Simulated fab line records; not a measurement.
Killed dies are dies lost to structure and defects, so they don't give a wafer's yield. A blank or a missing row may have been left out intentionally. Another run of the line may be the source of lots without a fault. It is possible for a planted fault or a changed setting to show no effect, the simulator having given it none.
Matching of chambers + flow gf180mcu + GF_V3_CMP_04 on cmp-01: 4 sister chambers
The step polishes SiO2. 8 wafers are shown with their chamber, then 7 later ones without.

## EACH WAFER AND ITS CHAMBER
| wafer  | chamber | time to endpoint s (s) | motor current A (A) |
|--------|---------|------------------------|---------------------|
| L300.2 | 1       | 64                     | 12.6                |
| L310.2 | 0       | 81                     | 12.3                |
| L310.5 | 2       | 85                     | 12.6                |
| L310.6 | 1       | 78                     | 11.7                |
| L312.5 | 3       | 85                     | 12.7                |
| L312.6 | 0       | 83                     | 12.5                |
| L314.1 | 3       | 82                     | 12.8                |
| L314.3 | 2       | 71                     | 12.2                |

## WAFERS WHOSE CHAMBER IS MISSING
| wafer  | time to endpoint s (s) | motor current A (A) |
|--------|------------------------|---------------------|
| L314.4 | 78                     | 12.4                |
| L315.2 | 75                     | 11.9                |
| L315.3 | 73                     | 13.1                |
| L315.6 | 78                     | 12.2                |
| L317.1 | 79                     | 12.6                |
| L317.2 | 76                     | 12.3                |
| L317.5 | 81                     | 12.4                |

## WHICH CHAMBER EACH WENT THROUGH
| wafer  | from the rows above               | in truth |
|--------|-----------------------------------|----------|
| L314.4 | can't be placed: 2 or 0 or 1 or 3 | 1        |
| L315.2 | can't be placed: 1 or 2 or 0 or 3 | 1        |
| L315.3 | can't be placed: 3 or 2 or 0 or 1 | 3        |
| L315.6 | can't be placed: 2 or 0 or 1 or 3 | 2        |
| L317.1 | can't be placed: 2 or 0 or 3 or 1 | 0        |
| L317.2 | can't be placed: 2 or 1 or 0 or 3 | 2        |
| L317.5 | can't be placed: 0 or 2 or 3 or 1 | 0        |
Placed correctly: 0 of 7. These rows do not allow placing 7 (true chamber among the candidates in 7). 0 placed wrongly.
How it was worked out, from the rows above alone: a wafer's distance from a chamber is the root of the sum, over the readings, of the square of ((its reading less the chamber's mean) divided by the reading's scatter). If the next closest chamber is less than 2 further off than the closest, the wafer can't be placed; otherwise it belongs to the closest. The mean given for a chamber averages the wafers shown for that chamber. The scatter: the root of (the sum of the squares of (reading less its chamber's mean) over the shown wafers, divided by (wafers less chambers)).
